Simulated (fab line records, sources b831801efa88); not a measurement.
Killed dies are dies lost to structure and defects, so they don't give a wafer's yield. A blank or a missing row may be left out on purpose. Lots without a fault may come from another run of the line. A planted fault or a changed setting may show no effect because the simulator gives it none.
Which tool did it? | flow gf180mcu | 12 lots, 36 wafers sampled, at 2 steps of a route of 602

WHAT THE GAUGES READ, wafer by wafer
GF_V3_RS_MEAS_24: measures by four-point-probe.
lot  | measured     | on            | V3_W_RS (ohm/sq)
L367 | day 23 03:22 | film_metro-01 | 0.318 0.323 0.321
L368 | day 23 09:34 | film_metro-02 | 0.324 0.332 0.321
L369 | day 23 17:45 | film_metro-03 | 0.321 0.331 0.322
L372 | day 24 12:19 | film_metro-03 | 0.321 0.324 0.320
L373 | day 24 23:58 | film_metro-01 | 0.322 0.328 0.325
L376 | day 25 22:02 | film_metro-01 | 0.329 0.328 0.323
L378 | day 26 13:20 | film_metro-02 | 0.332 0.335 0.325
L379 | day 27 01:17 | film_metro-02 | 0.326 0.327 0.327
L380 | day 27 05:09 | film_metro-01 | 0.321 0.316 0.332
L387 | day 29 05:16 | film_metro-03 | 0.326 0.324 0.324
L388 | day 29 13:15 | film_metro-02 | 0.325 0.321 0.326
L389 | day 29 15:17 | film_metro-02 | 0.324 0.334 0.324

WHICH TOOL RAN EACH LOT (tool, then ch and the chambers of the sampled wafers, then the start)
lot  | GF_V3_ETCH_16
L367 | rie_diel-03 ch 0,2,3, day 23 02:29
L368 | rie_diel-01 ch 0,1,3, day 23 08:39
L369 | rie_diel-03 ch 0,1, day 23 16:53
L372 | rie_diel-01 ch 1,3, day 24 11:24
L373 | rie_diel-03 ch 0,1,2, day 24 23:03
L376 | rie_diel-01 ch 0,1, day 25 21:08
L378 | rie_diel-04 ch 0,2,3, day 26 12:27
L379 | rie_diel-04 ch 2,3, day 27 00:24
L380 | rie_diel-01 ch 0,1,3, day 27 04:16
L387 | rie_diel-01 ch 0,1,3, day 29 04:22
L388 | rie_diel-01 ch 1,3, day 29 12:18
L389 | rie_diel-03 ch 1,2, day 29 14:24
- GF_V3_ETCH_16: etches BARC in N2/H2.

WHAT THE TOOLS THEMSELVES READ (means of the sampled wafers that have a number; where no wafer has one, the mark that the record gives instead)
GF_V3_ETCH_16.
lot  | tool        | drypump_motor_current_A (A) | n2_flow_sccm (sccm) | oes_product_au (a.u.) | throttle_valve_pct (%)
L367 | rie_diel-03 | 5.6                         | 99.71               | 0.856                 | 13.226
L368 | rie_diel-01 | 5.6                         | 99.88               | 0.861                 | 13.228
L369 | rie_diel-03 | 6.2                         | 100.12              | 0.854                 | 13.228
L372 | rie_diel-01 | 5.3                         | 100.15              | 0.859                 | 13.230
L373 | rie_diel-03 | 6.2                         | 99.85               | 0.857                 | 13.232
L376 | rie_diel-01 | 5.5                         | 99.87               | 0.853                 | 13.216
L378 | rie_diel-04 | 5.9                         | 100.25              | 0.856                 | 13.230
L379 | rie_diel-04 | 5.8                         | 100.20              | 0.860                 | 13.230
L380 | rie_diel-01 | 5.6                         | 99.98               | 0.852                 | 13.229
L387 | rie_diel-01 | 5.6                         | 99.87               | 0.855                 | 13.224
L388 | rie_diel-01 | 5.3                         | 100.01              | 0.851                 | 13.220
L389 | rie_diel-03 | 6.1                         | 100.14              | 0.850                 | 13.222

THE ANSWER, worked out from the rows above alone
Rule: what is usual is taken from the lots themselves. Put in order of their means at a reading, lots are off if they are a third of the lots or fewer, leave a main group of 4 or more, and stand apart from it by a gap of 3 or more times the standard deviation of the main group's means; of several such gaps the widest counts. A main group whose means are all the same, to the digits that the tables above print for the reading, isn't used. A lot without any number at a reading at which 4 lots or more have one is off too. The other lots that the step has rows for count as sound. The gauges are gone through in route order, then the tools' own readings, and for those a lot's mean is taken as printed above. The first step at which some lot is off is used, and at that step the reading that is off furthest; a lot without a number counts as furthest.
No lot is off at any reading shown: from this, nothing can be told.

WHAT THE SIMULATOR HAD PUT IN
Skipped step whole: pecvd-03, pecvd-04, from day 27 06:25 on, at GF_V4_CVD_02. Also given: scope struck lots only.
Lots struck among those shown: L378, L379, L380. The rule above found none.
